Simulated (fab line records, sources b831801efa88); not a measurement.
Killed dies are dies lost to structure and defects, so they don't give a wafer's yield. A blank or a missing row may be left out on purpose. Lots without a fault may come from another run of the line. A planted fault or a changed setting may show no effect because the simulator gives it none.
Which tool did it? | flow sky130 | 12 lots, 36 wafers sampled, at 5 steps of a route of 708

WHAT THE GAUGES READ, wafer by wafer
SKY_GATE_OXIDE_THK_MEAS_02.
lot  | measured     | on            | GATE_OXIDE_OXIDATION_00_THK (nm)
L152 | day 13 01:31 | film_metro-03 | 10.54 10.59 10.40
L154 | day 13 21:23 | film_metro-01 | 10.25 10.31 10.12
L155 | day 14 04:37 | film_metro-03 | 10.09 10.03 10.26
L157 | day 14 16:54 | film_metro-02 | 10.12 10.17 10.05
L162 | day 16 14:41 | film_metro-02 | 10.17 10.19 10.26
L164 | day 17 21:46 | film_metro-03 | 10.25 10.08 9.97
L168 | day 18 12:48 | film_metro-03 | 10.16 10.23 10.23
L169 | day 18 17:05 | film_metro-02 | 10.48 10.43 10.32
L171 | day 19 17:55 | film_metro-01 | 10.69 10.60 10.66
L172 | day 19 22:12 | film_metro-01 | 10.40 10.56 10.28
L174 | day 20 19:08 | film_metro-03 | 10.43 10.16 10.42
L175 | day 21 00:28 | film_metro-03 | 10.42 10.32 10.55

SKY_GATE_OXIDE_TW_MEAS_14.
lot  | measured     | on            | GATE_OXIDE_TW
L152 | day 14 03:47 | film_metro-01 | 223.1 223.0 222.2
L154 | day 15 00:24 | film_metro-01 | 223.4 224.1 224.0
L155 | day 15 07:53 | film_metro-02 | 221.9 222.2 223.6
L157 | day 15 20:00 | film_metro-03 | 220.0 220.1 219.6
L162 | day 17 18:57 | film_metro-01 | 224.0 225.0 223.5
L164 | day 19 03:36 | film_metro-03 | 220.7 222.0 221.0
L168 | day 19 19:40 | film_metro-01 | 231.0 231.8 234.2
L169 | day 19 23:14 | film_metro-03 | 219.8 219.6 219.3
L171 | day 20 23:38 | film_metro-03 | 229.9 228.2 229.2
L172 | day 21 05:17 | film_metro-03 | 223.2 223.0 222.5
L174 | day 22 01:34 | film_metro-01 | 221.9 223.1 222.3
L175 | day 22 07:10 | film_metro-01 | 223.3 223.5 223.1

SKY_POLY_GATE_THK_MEAS_04.
lot  | measured     | on            | POLY_GATE_CVD_03_THK (nm)
L152 | day 15 11:52 | film_metro-04 | 73.7 74.6 74.6
L154 | day 16 16:52 | film_metro-01 | 74.8 75.1 75.4
L155 | day 16 19:16 | film_metro-04 | 74.4 74.7 74.8
L157 | day 17 07:06 | film_metro-04 | 73.8 73.2 73.7
L162 | day 19 06:18 | film_metro-04 | 75.0 74.7 75.3
L164 | day 20 14:31 | film_metro-01 | 74.8 75.4 74.5
L168 | day 21 08:07 | film_metro-03 | 75.0 75.0 75.4
L169 | day 21 10:44 | film_metro-03 | 74.3 74.5 74.2
L171 | day 22 10:06 | film_metro-03 | 75.0 75.3 75.3
L172 | day 22 16:00 | film_metro-04 | 74.4 75.0 74.8
L174 | day 23 14:08 | film_metro-04 | 73.9 73.9 73.6
L175 | day 23 17:37 | film_metro-03 | 75.6 74.9 75.1

WHICH TOOL RAN EACH LOT (tool, then ch and the chambers of the sampled wafers, then the start)
lot  | SKY_VT_ADJUST_PCH_STRIP_09           | SKY_GATE_OXIDE_IMPLANT_11
L152 | plasma_asher-02 ch 0,1, day 10 13:46 | implanter-02 ch 0, day 14 03:26
L154 | plasma_asher-01 ch 0,1, day 11 08:59 | implanter-02 ch 0, day 15 00:03
L155 | plasma_asher-01 ch 0,1, day 11 16:09 | implanter-02 ch 0, day 15 07:32
L157 | plasma_asher-04 ch 0,1, day 12 03:07 | implanter-04 ch 0, day 15 19:40
L162 | plasma_asher-01 ch 0,1, day 13 22:08 | implanter-03 ch 0, day 17 18:38
L164 | plasma_asher-02 ch 0,1, day 14 12:05 | implanter-03 ch 0, day 19 03:17
L168 | plasma_asher-02 ch 0,1, day 15 17:28 | implanter-02 ch 0, day 19 19:21
L169 | plasma_asher-04 ch 0,1, day 15 21:37 | implanter-04 ch 0, day 19 22:53
L171 | plasma_asher-04 ch 1, day 16 20:26   | implanter-02 ch 0, day 20 23:18
L172 | plasma_asher-04 ch 0,1, day 17 00:50 | implanter-03 ch 0, day 21 04:57
L174 | plasma_asher-04 ch 0,1, day 17 21:58 | implanter-03 ch 0, day 22 01:14
L175 | plasma_asher-04 ch 1, day 18 04:06   | implanter-03 ch 0, day 22 06:49
- SKY_VT_ADJUST_PCH_STRIP_09: strips in O2/N2.
- SKY_GATE_OXIDE_IMPLANT_11

WHAT THE TOOLS THEMSELVES READ (means of the sampled wafers that have a number; where no wafer has one, the mark that the record gives instead)
SKY_VT_ADJUST_PCH_STRIP_09.
lot  | tool            | drypump_motor_current_A (A) | oes_product_au (a.u.) | strip_time_to_endpoint_s (s)
L152 | plasma_asher-02 | 5.67                        | 0.723                 | 37.00
L154 | plasma_asher-01 | 5.56                        | 0.724                 | 37.04
L155 | plasma_asher-01 | 5.57                        | 0.719                 | 36.88
L157 | plasma_asher-04 | 5.70                        | 0.723                 | 36.97
L162 | plasma_asher-01 | 5.66                        | 0.720                 | 36.92
L164 | plasma_asher-02 | 5.42                        | 0.720                 | 36.95
L168 | plasma_asher-02 | 5.45                        | 0.719                 | 36.89
L169 | plasma_asher-04 | 5.70                        | 0.721                 | 37.00
L171 | plasma_asher-04 | 5.88                        | 0.719                 | 37.10
L172 | plasma_asher-04 | 5.69                        | 0.725                 | 36.97
L174 | plasma_asher-04 | 5.52                        | 0.727                 | 36.91
L175 | plasma_asher-04 | 5.85                        | 0.723                 | 37.00

SKY_GATE_OXIDE_IMPLANT_11.
lot  | tool         | beam_on_s (s) | faraday_current_uA
L152 | implanter-02 | 10.05         | 14.22
L154 | implanter-02 | 10.00         | 14.29
L155 | implanter-02 | 10.03         | 14.26
L157 | implanter-04 | 9.94          | 14.38
L162 | implanter-03 | 10.18         | 14.05
L164 | implanter-03 | 10.13         | 14.09
L168 | implanter-02 | 11.41         | 12.54
L169 | implanter-04 | 10.06         | 14.23
L171 | implanter-02 | 11.21         | 12.78
L172 | implanter-03 | 10.13         | 14.16
L174 | implanter-03 | 9.70          | 14.74
L175 | implanter-03 | 10.07         | 14.18

THE ANSWER, worked out from the rows above alone
Rule: what is usual is taken from the lots themselves. Put in order of their means at a reading, lots are off if they are a third of the lots or fewer, leave a main group of 4 or more, and stand apart from it by a gap of 3 or more times the standard deviation of the main group's means; of several such gaps the widest counts. A main group whose means are all the same, to the digits that the tables above print for the reading, isn't used. A lot without any number at a reading at which 4 lots or more have one is off too. The other lots that the step has rows for count as sound. The gauges are gone through in route order, then the tools' own readings, and for those a lot's mean is taken as printed above. The first step at which some lot is off is used, and at that step the reading that is off furthest; a lot without a number counts as furthest.
Off: L168, L171, at SKY_GATE_OXIDE_TW_MEAS_14 (GATE_OXIDE_TW). The main group: mean 222.3, standard deviation 1.5.
A tool fits if, at a process step before that reading, it ran every lot that is off, and no sound lot after the first of them. The gauges at SKY_GATE_OXIDE_TW_MEAS_14 aren't tried: what is off there is off at SKY_GATE_OXIDE_IMPLANT_11 too, on other tools, and a gauge's error can't cause that. One fits: implanter-02 at SKY_GATE_OXIDE_IMPLANT_11. Its last sound lot is L155 (day 15 07:32), its first lot that is off L168 (day 19 19:21): a fault that began between those two fits.
The tool's own readings at SKY_GATE_OXIDE_IMPLANT_11 bear it out: on the lots that are off they differ by more than 5 times the standard deviation of the sound lots' means. beam_on_s reads 11.31 s there against 10.03 s on the sound lots; faraday_current_uA reads 12.66 there against 14.26 on the sound lots.

WHAT THE SIMULATOR HAD PUT IN
Process parameter drift: implanter-02, from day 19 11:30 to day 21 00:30, at SKY_GATE_OXIDE_IMPLANT_11. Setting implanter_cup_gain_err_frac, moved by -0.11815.
Lots struck among those shown: L168, L171. The rule above found the same.
